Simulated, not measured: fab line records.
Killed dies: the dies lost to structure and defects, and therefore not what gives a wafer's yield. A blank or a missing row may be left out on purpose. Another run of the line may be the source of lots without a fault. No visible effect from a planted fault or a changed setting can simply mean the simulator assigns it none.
Which of the tools did it?    flow sky130    Sampling: 12 lots, 36 wafers, 4 of 708 route steps

== WHAT THE GAUGES READ, wafer by wafer ==
SKY_PASSIVATION_THK_MEAS_01. Usual: PASSIVATION_CVD_00_THK typically reads 89.6 nm, with standard deviation 1.2.
lot   measured      on             PASSIVATION_CVD_00_THK (nm)  flag
L470  day 44 05:15  film metro-03  89.7 90.3 91.6               
L469  day 44 07:02  film metro-03  87.5 88.5 89.0               
L474  day 45 21:07  film metro-02  90.4 88.8 89.6               
L475  day 46 00:57  film metro-04  90.3 92.0 90.7               
L477  day 46 10:23  film metro-03  88.6 90.3 89.5               
L478  day 46 21:45  film metro-04  87.3 88.1 88.7               
L480  day 47 00:51  film metro-04  88.6 89.3 88.6               
L481  day 47 11:22  film metro-03  89.2 89.7 90.3               
L483  day 47 17:04  film metro-02  89.3 90.3 89.0               
L484  day 47 19:27  film metro-03  90.0 88.3 90.9               
L487  day 48 13:14  film metro-03  88.4 88.1 88.9               
L490  day 49 14:20  film metro-02  90.3 89.3 90.2               

== EACH LOT AND THE TOOL THAT RAN IT (in order: tool; ch and the chambers of the sampled wafers; start) ==
lot   SKY_VIA2_SPUTTER_20           SKY_METAL5_SPUTTER_03         SKY_METAL5_METAL_ETCH_15
L470  pvd sputter-02, day 36 19:29  pvd sputter-04, day 43 05:44  rie metal-02 ch 0,1, day 44 04:23
L469  pvd sputter-04, day 36 23:13  pvd sputter-04, day 43 08:20  rie metal-02 ch 0,1, day 44 06:08
L474  pvd sputter-04, day 38 18:04  pvd sputter-03, day 44 23:25  rie metal-02 ch 0,1, day 45 20:11
L475  pvd sputter-02, day 38 22:26  pvd sputter-01, day 45 03:20  rie metal-04 ch 0,1, day 46 00:05
L477  pvd sputter-02, day 39 09:44  pvd sputter-03, day 45 12:09  rie metal-01 ch 0,1, day 46 09:32
L478  pvd sputter-02, day 40 00:25  pvd sputter-03, day 46 00:04  rie metal-02 ch 0,1, day 46 20:53
L480  pvd sputter-03, day 40 03:25  pvd sputter-03, day 46 03:27  rie metal-02 ch 1, day 46 23:56
L481  pvd sputter-02, day 40 17:56  pvd sputter-04, day 46 14:13  rie metal-01 ch 0, day 47 10:21
L483  pvd sputter-02, day 40 22:58  pvd sputter-03, day 46 20:46  rie metal-01 ch 0, day 47 16:03
L484  pvd sputter-02, day 41 00:21  pvd sputter-04, day 46 21:45  rie metal-04 ch 0,1, day 47 18:35
L487  pvd sputter-02, day 41 22:31  pvd sputter-03, day 47 16:49  rie metal-01 ch 0,1, day 48 12:20
L490  pvd sputter-03, day 43 08:00  pvd sputter-01, day 48 19:54  rie metal-04 ch 0,1, day 49 13:26
- SKY_VIA2_SPUTTER_20: material TiN, target thk 20 nm, time 80 s.
- SKY_METAL5_SPUTTER_03: material Ti, target thk 5 nm, time 3.3 s.
- SKY_METAL5_METAL_ETCH_15: etches the open film in Cl2/BCl3, stops on SiO2, target depth 1260 nm, time 252 s.

== AS READ BY THE TOOLS THEMSELVES (means over the sampled wafers that have a number; for cases with no such wafer, the mark the record gives instead) ==
SKY_VIA2_SPUTTER_20. Usual: 30.1 % for throttle valve pct, sd 1.
lot   tool            throttle valve pct (%)  flag
L470  pvd sputter-02  30.8                    
L469  pvd sputter-04  31.3                    
L474  pvd sputter-04  31.3                    
L475  pvd sputter-02  29.8                    
L477  pvd sputter-02  30.1                    
L478  pvd sputter-02  30.0                    
L480  pvd sputter-03  29.5                    
L481  pvd sputter-02  30.1                    
L483  pvd sputter-02  30.0                    
L484  pvd sputter-02  29.9                    
L487  pvd sputter-02  29.6                    
L490  pvd sputter-03  29.1                    

SKY_METAL5_SPUTTER_03. Usual: 30.2 % for throttle valve pct, sd 1.2.
lot   tool            throttle valve pct (%)  flag
L470  pvd sputter-04  31.1                    
L469  pvd sputter-04  31.5                    
L474  pvd sputter-03  29.3                    
L475  pvd sputter-01  29.9                    
L477  pvd sputter-03  29.5                    
L478  pvd sputter-03  29.2                    
L480  pvd sputter-03  29.0                    
L481  pvd sputter-04  31.5                    
L483  pvd sputter-03  29.0                    
L484  pvd sputter-04  31.4                    
L487  pvd sputter-03  29.5                    
L490  pvd sputter-01  29.4                    

SKY_METAL5_METAL_ETCH_15. Usual: drypump motor current A 5.7 A, standard deviation 0.57; mfc cl2 sccm 60.01 sccm, standard deviation 0.19; oes product au 0.893 a.u., standard deviation 0.0046; throttle valve pct 22.264 %, standard deviation 0.009.
lot   tool          drypump motor current A (A)  mfc cl2 sccm (sccm)  oes product au (a.u.)  throttle valve pct (%)  flag
L470  rie metal-02  6.4                          60.03                0.893                  22.271                  
L469  rie metal-02  6.4                          59.89                0.895                  22.264                  
L474  rie metal-02  6.4                          59.93                0.891                  22.265                  
L475  rie metal-04  5.5                          60.17                0.893                  22.269                  
L477  rie metal-01  5.2                          59.89                0.892                  22.260                  
L478  rie metal-02  6.4                          59.82                0.889                  22.268                  
L480  rie metal-02  6.3                          59.68                0.888                  22.273                  
L481  rie metal-01  5.4                          60.15                0.895                  22.260                  
L483  rie metal-01  5.4                          60.19                0.894                  22.265                  
L484  rie metal-04  5.2                          60.23                0.893                  22.254                  
L487  rie metal-01  5.2                          60.01                0.900                  22.267                  
L490  rie metal-04  5.2                          60.24                0.892                  22.267                  

== THE ANSWER, worked out from the rows above alone ==
Rule: lot off if the mean of its wafers having a number is beyond 3 standard deviations from the usual mean. Also off: a lot with no number at a reading for which 4 or more lots have one. Any other lot the step has rows for is counted as sound. Order of review: gauges by route order, followed by the tools' own readings, for which a lot's mean as printed above is used. The first step at which some lot is off is used, and at that step the reading that is off furthest; a lot without a number counts as furthest.
None of the lots is off at any reading shown; this tells nothing.

== WHAT HAD BEEN PUT IN BY THE SIMULATOR ==
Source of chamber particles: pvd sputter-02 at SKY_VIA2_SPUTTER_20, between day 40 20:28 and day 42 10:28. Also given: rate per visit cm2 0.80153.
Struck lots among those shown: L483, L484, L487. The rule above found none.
